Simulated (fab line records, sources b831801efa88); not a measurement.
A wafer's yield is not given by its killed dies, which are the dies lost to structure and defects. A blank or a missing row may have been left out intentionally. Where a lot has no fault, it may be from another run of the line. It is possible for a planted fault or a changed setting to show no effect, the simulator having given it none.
Which tool did it? / flow sky130 / 18 wafers from 6 lots sampled at 2 of the route's 708 steps

## WHAT THE GAUGES SHOWED, per wafer
SKY_VT_ADJUST_NCORE_TW_MEAS_11.
lot=L427; measured=day 10 00:11; on=film-metro-03; VT_ADJUST_NCORE_TW=219.7 219.2 219.1
lot=L435; measured=day 12 05:29; on=film-metro-02; VT_ADJUST_NCORE_TW=214.7 215.6 215.3
lot=L437; measured=day 12 18:50; on=film-metro-02; VT_ADJUST_NCORE_TW=216.9 214.4 215.5
lot=L439; measured=day 13 06:29; on=film-metro-04; VT_ADJUST_NCORE_TW=230.6 230.4 229.9 230.9 230.4 229.9
lot=L441; measured=day 13 19:41; on=film-metro-04; VT_ADJUST_NCORE_TW=230.3 230.7 229.2 231.6 231.2 230.0
lot=L446; measured=day 15 16:45; on=film-metro-03; VT_ADJUST_NCORE_TW=219.7 220.4 220.8

## WHICH TOOL RAN EACH LOT (tool, then ch and the chambers of the sampled wafers, then the start)
lot=L427; SKY_VT_ADJUST_NCORE_IMPLANT_09=implanter-04 ch 0, day 9 23:57
lot=L435; SKY_VT_ADJUST_NCORE_IMPLANT_09=implanter-03 ch 0, day 12 05:16
lot=L437; SKY_VT_ADJUST_NCORE_IMPLANT_09=implanter-01 ch 0, day 12 18:35
lot=L439; SKY_VT_ADJUST_NCORE_IMPLANT_09=implanter-01 ch 0, day 13 06:15
lot=L441; SKY_VT_ADJUST_NCORE_IMPLANT_09=implanter-01 ch 0, day 13 19:26
lot=L446; SKY_VT_ADJUST_NCORE_IMPLANT_09=implanter-04 ch 0, day 15 16:30
- SKY_VT_ADJUST_NCORE_IMPLANT_09

## THE ANSWER, worked out from the rows above alone
Rule: what is usual is taken from the lots themselves. Put in order of their means at a reading, lots are off if they are a third of the lots or fewer, leave a main group of 4 or more, and stand apart from it by a gap of 3 or more times the standard deviation of the main group's means; of several such gaps the widest counts. The tables above print the reading to a certain number of digits; a main group whose means all agree to those digits is not used. Also off: a lot with no number at a reading for which 4 or more lots have one. All remaining lots with rows at the step are treated as sound.
Off: L439, L441, at SKY_VT_ADJUST_NCORE_TW_MEAS_11 (VT_ADJUST_NCORE_TW). Mean 217.6 and standard deviation 2.2 in the main group.
A tool fits if, at a process step before that reading, it ran every lot that is off, and no sound lot after the first of them. Those tools and the gauges at SKY_VT_ADJUST_NCORE_TW_MEAS_11 are tried in the same way. This does not decide it: 2 tools fit, namely implanter-01 at SKY_VT_ADJUST_NCORE_IMPLANT_09 and film-metro-04 at SKY_VT_ADJUST_NCORE_TW_MEAS_11.

## WHAT THE SIMULATOR HAD PUT IN
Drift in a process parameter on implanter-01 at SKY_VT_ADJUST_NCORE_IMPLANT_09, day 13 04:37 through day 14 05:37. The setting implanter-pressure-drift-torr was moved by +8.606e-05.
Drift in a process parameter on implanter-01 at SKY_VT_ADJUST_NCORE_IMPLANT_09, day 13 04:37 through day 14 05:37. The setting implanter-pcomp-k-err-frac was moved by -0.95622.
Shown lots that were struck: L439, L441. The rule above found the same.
